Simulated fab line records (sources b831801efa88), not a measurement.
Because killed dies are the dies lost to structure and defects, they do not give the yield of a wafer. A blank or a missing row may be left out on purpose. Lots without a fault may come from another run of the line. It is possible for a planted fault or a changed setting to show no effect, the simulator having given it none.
What tool caused it?	flow sky130	6 lots, 18 wafers sampled, at 1 step of a route of 708

== WHAT EACH GAUGE READ, for each wafer ==
SKY_CONTACT_BOW_MEAS_05.
lot	measured	on	CONTACT_BOW (um)
L482	day 32 02:38	filmMetro-01	77 85 85
L484	day 32 17:16	filmMetro-01	80 87 78
L486	day 34 03:07	filmMetro-04	81 98 78
L494	day 35 22:11	filmMetro-01	90 81 75
L499	day 37 12:47	filmMetro-02	77 80 78
L501	day 37 19:12	filmMetro-02	86 82 76

== WHAT TOOL EACH LOT RAN ON (gives the tool, then ch and the chambers of the sampled wafers, and finally the start) ==
There is no process step in the record ahead of these readings.

== THE ANSWER, worked out from the rows above alone ==
Rule: the usual values come from the lots themselves. Put in order of their means at a reading, lots are off if they are a third of the lots or fewer, leave a main group of 4 or more, and stand apart from it by a gap of 3 or more times the standard deviation of the main group's means; of several such gaps the widest counts. If all means in a main group match to the digits the tables above print for the reading, that group is not used. Also off: a lot with no number at a reading for which 4 or more lots have one. All remaining lots with rows at the step are treated as sound.
Across all readings shown, no lot is off: no conclusion can be drawn from this.

== WHAT WAS PUT IN BY THE SIMULATOR ==
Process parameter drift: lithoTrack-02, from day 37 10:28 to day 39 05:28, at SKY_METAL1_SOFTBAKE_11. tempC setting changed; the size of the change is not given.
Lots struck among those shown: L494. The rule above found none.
